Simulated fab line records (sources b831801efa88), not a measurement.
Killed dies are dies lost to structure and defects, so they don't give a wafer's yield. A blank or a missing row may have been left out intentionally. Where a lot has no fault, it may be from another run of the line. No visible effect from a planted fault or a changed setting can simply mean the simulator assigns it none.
One fault seen from 2 desks ; flow gf180mcu ; only its own numbers are on each desk; what lay behind them is given at the end

## THE TOOL OWNER'S DESK: wet_bench-03
The tool's own readings at GF_SAB_WET_ETCH_12 (etches SiO2 in dHF, target depth 22 nm, time 440 s): means of the sampled wafers that have a number, for each lot that ran on this tool. The brackets show how far a lot's mean lies from the usual mean; more than 4 standard deviations puts the lot out of limits, marked OUT.
Columns: A = run_length_s at GF_SAB_WET_ETCH_12, usual 467 s
lot;first seen here;A
L847;day 17 08:39;465
L853;day 19 13:28;465
L855;day 20 12:18;521 (+16) OUT
L859;day 21 23:18;520 (+16) OUT
This desk's verdict: out of limits on L855, L859, starting with L855 at day 20 12:18 (run_length_s at GF_SAB_WET_ETCH_12). Within limits: L847, L853.

## AT THE METROLOGY DESK
Means of the sampled wafers that have a number, per lot and without regard to the tool the lot ran on: this is what the gauges read. The brackets show how far a lot's mean lies from the usual mean; more than 4 standard deviations puts the lot out of limits, marked OUT.
Columns: A = V1_OVL at GF_V1_OVL_MEAS_15, usual 0 nm; B = V2_CVD_00_THK at GF_V2_THK_MEAS_01, usual 602 nm
lot;first seen here;A;B
L841;day 18 02:22;-3;605
L842;day 18 08:16;-1;600
L843;day 19 01:04;-5;603
L844;day 19 06:53;5;610
L845;day 19 15:14;-5;606
L847;day 20 11:56;1;602
L852;day 22 07:08;-7;600
L853;day 22 23:13;3;603
L855;day 23 14:43;1;606
L857;day 24 07:14;-1;596
L858;day 24 09:13;-6;600
L859;day 25 00:20;6;605
L863;day 25 23:14;3;609
L864;day 26 05:36;4;598
This desk's finding: nothing out of limits on any of the 14 lots.

## ALL TOGETHER
On L855, L859, at day 20 12:18, an alarm was possible from the tool owner's desk.
At the metrology desk, nothing out of limits was observed.
The metrology desk has L855, L859 on record, within its limits.
GF_SAB_WET_ETCH_12 was run on wet_bench-03 by each of the lots named.

## WHAT THE SIMULATOR PUT IN
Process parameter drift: wet_bench-03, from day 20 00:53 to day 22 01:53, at GF_SAB_WET_ETCH_12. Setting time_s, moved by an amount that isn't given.
Struck lots among those shown: L855, L859.
How many hours passed from the start of the fault until each desk's first out-of-limits reading: the tool owner's desk, 11.
